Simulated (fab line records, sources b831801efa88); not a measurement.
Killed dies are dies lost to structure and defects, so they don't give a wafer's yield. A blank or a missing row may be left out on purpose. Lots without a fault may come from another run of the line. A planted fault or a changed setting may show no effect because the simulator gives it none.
Split-lot experiment | flow gf180mcu | 5 lots, 23 wafers read, on a route of 602 steps

THE SPLIT
At GF_POLY_GATE_COAT_05 (resist thk 700 nm), the setting resist_thk_nm was moved away from the recipe's 700 nm on 11 of the 23 wafers read, by -5.7% to +4.7%. The other wafers ran this setting at the recipe's value.

The reading is taken at the split's own step.

THE READING
KrF_of_POLY_GATE_COAT_05.thk_nm (the simulator's own value, which no gauge read), in nm, at GF_POLY_GATE_COAT_05 (resist thk 700 nm). The file gives no usual value for it. The 12 wafers here that ran the recipe average 701.4 nm, standard deviation 2.4 nm.

wafer  | tool, chamber at the split | resist_thk_nm as run, nm | against the recipe | KrF_of_POLY_GATE_COAT_05.thk_nm, nm | against lot-mates on the recipe
L074.1 | litho_track-02, 0          | 700                      | recipe             | 701.2                               | -
L074.2 | litho_track-02, 0          | 718.4                    | +2.6%              | 718.5                               | +18.6
L074.4 | litho_track-02, 0          | 718.4                    | +2.6%              | 718.3                               | +18.4
L074.5 | litho_track-02, 0          | 700                      | recipe             | 698.5                               | -
L074.6 | litho_track-02, 0          | 718.4                    | +2.6%              | 717.9                               | +18.0
L077.1 | litho_track-03, 0          | 700                      | recipe             | 698.2                               | -
L077.2 | litho_track-03, 0          | 660.2                    | -5.7%              | 659.4                               | -39.5
L077.4 | litho_track-03, 0          | 700                      | recipe             | 699.5                               | -
L077.5 | litho_track-03, 0          | 660.2                    | -5.7%              | 659.6                               | -39.2
L077.6 | litho_track-03, 0          | 660.2                    | -5.7%              | 658.7                               | -40.1
L079.1 | litho_track-02, 0          | 700                      | recipe             | 699.8                               | -
L079.3 | litho_track-02, 0          | 700                      | recipe             | 701.4                               | -
L079.6 | litho_track-02, 0          | 700                      | recipe             | 699.6                               | -
L078.1 | litho_track-03, 0          | 700                      | recipe             | 706                                 | -
L078.2 | litho_track-03, 0          | 700                      | recipe             | 704.2                               | -
L078.4 | litho_track-03, 0          | 673.9                    | -3.7%              | 679.2                               | -25.6
L078.5 | litho_track-03, 0          | 700                      | recipe             | 704.1                               | -
L078.6 | litho_track-03, 0          | 673.9                    | -3.7%              | 678.8                               | -26.0
L084.1 | litho_track-02, 0          | 700                      | recipe             | 701.5                               | -
L084.2 | litho_track-02, 0          | 732.7                    | +4.7%              | 735.6                               | +33.5
L084.3 | litho_track-02, 0          | 732.7                    | +4.7%              | 733.8                               | +31.6
L084.5 | litho_track-02, 0          | 732.7                    | +4.7%              | 732.5                               | +30.4
L084.6 | litho_track-02, 0          | 700                      | recipe             | 702.8                               | -

THE FIT
A straight line over all 23 wafers: KrF_of_POLY_GATE_COAT_05.thk_nm changes by +6.99 nm for each +1% of resist_thk_nm; r = +0.99; the points scatter about the line by 2.4 nm.
The same after taking each lot's own level away (the mean of its wafers on the recipe; 23 wafers): +6.91 nm for each +1%; r = +1.00; scatter 0.88 nm.
On that fit, the largest move of resist_thk_nm shifts the reading by 39 nm.
The lots' own levels span 698.85 to 704.77 nm, that is 2.5 times the standard deviation above.
So the lot-to-lot level changes the slope little: the two slopes agree.
Check: with one of the wafers moved furthest among these (-5.7%) left out of the fit, the line predicts -39.4 nm for it against its lot-mates. It came out at -39.5 nm against them.

OTHER SPLITS ON THESE WAFERS
These wafers also went through other splits before the reading. Each is held against what the fit with the lots' levels taken away leaves over:
other split on the same wafers      | wafers away from the commonest value | r with KrF_of_POLY_GATE_COAT_05.thk_nm (lot level and that fit taken away)
GF_STI_PEB_10 peb_temp_c            | 11                                   | +0.11
GF_STI_WET_ETCH_17 time_s           | 15                                   | +0.17
GF_MVSD_IMPLANT_08 dose_cm2         | 8                                    | +0.11
GF_MVSD_STRIP_10 power_w            | 7                                    | -0.01
GF_VT_IMPLANT_COAT_13 spin_rpm      | 8                                    | -0.27
GF_VT_IMPLANT_SOFTBAKE_36 temp_c    | 10                                   | -0.21
GF_VT_IMPLANT_IMPLANT_41 dose_cm2   | 2                                    | -0.17
GF_DUAL_GATE_OXIDATION_15 ox_time_s | 18                                   | +0.01

THE FILE'S OWN FIT
KrF_of_POLY_GATE_COAT_05.thk_nm changes by +6.92 nm for each +1% of resist_thk_nm, r = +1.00.
